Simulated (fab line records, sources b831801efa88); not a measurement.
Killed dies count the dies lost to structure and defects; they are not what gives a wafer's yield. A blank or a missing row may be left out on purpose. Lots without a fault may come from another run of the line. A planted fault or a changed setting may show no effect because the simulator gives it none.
Which of the tools did it? / flow sky130 / 6 lots, 18 wafers sampled, at 3 steps of a route of 708

## WHAT EACH GAUGE READ, for each wafer
SKY_METAL2_RS_MEAS_05: uses a four-point probe to measure.
lot=L837; measured=day 35 04:42; on=film metro-01; METAL2_ALCU_RS (ohm/sq)=0.1291 0.1281 0.1267
lot=L838; measured=day 35 15:58; on=film metro-01; METAL2_ALCU_RS (ohm/sq)=0.1270 0.1282 0.1274
lot=L840; measured=day 36 03:11; on=film metro-01; METAL2_ALCU_RS (ohm/sq)=0.1279 0.1276 0.1276
lot=L845; measured=day 37 11:25; on=film metro-02; METAL2_ALCU_RS (ohm/sq)=0.1256 0.1276 0.1271
lot=L852; measured=day 40 03:07; on=film metro-01; METAL2_ALCU_RS (ohm/sq)=0.1249 0.1269 0.1257
lot=L856; measured=day 41 10:14; on=film metro-01; METAL2_ALCU_RS (ohm/sq)=0.1280 0.1249 0.1282

## TOOL THAT RAN EACH LOT (tool first, then ch and the chambers of the sampled wafers, then the start)
lot=L837; SKY_METAL2_SPUTTER_01=pvd sputter-03, day 35 04:35; SKY_METAL2_SPUTTER_03=pvd sputter-03, day 35 04:38
lot=L838; SKY_METAL2_SPUTTER_01=pvd sputter-03, day 35 15:49; SKY_METAL2_SPUTTER_03=pvd sputter-03, day 35 15:52
lot=L840; SKY_METAL2_SPUTTER_01=pvd sputter-04, day 36 03:05; SKY_METAL2_SPUTTER_03=pvd sputter-04, day 36 03:08
lot=L845; SKY_METAL2_SPUTTER_01=pvd sputter-04, day 37 11:17; SKY_METAL2_SPUTTER_03=pvd sputter-04, day 37 11:20
lot=L852; SKY_METAL2_SPUTTER_01=pvd sputter-03, day 40 03:00; SKY_METAL2_SPUTTER_03=pvd sputter-03, day 40 03:03
lot=L856; SKY_METAL2_SPUTTER_01=pvd sputter-04, day 41 10:07; SKY_METAL2_SPUTTER_03=pvd sputter-04, day 41 10:10
- SKY_METAL2_SPUTTER_01: material TiN, target thk 20 nm, time 16.7 s.
- SKY_METAL2_SPUTTER_03: material Ti, target thk 5 nm, time 3.3 s.

## THE ANSWER, worked out from the rows above alone
Rule: usual is defined by the lots themselves. The widest of any qualifying gaps counts: lots, ordered by their means at a reading, are off when they make up no more than a third of the lots, leave a main group of 4 or more, and stand apart from it by 3 or more times the standard deviation of that group's means. Not used: any main group whose means are identical at the precision the tables above print for the reading. Also off: a lot with no number at a reading for which 4 or more lots have one. Any other lot the step has rows for is counted as sound.
No lot is off at any reading shown: from this, nothing can be told.

## WHAT THE SIMULATOR HAD PUT IN
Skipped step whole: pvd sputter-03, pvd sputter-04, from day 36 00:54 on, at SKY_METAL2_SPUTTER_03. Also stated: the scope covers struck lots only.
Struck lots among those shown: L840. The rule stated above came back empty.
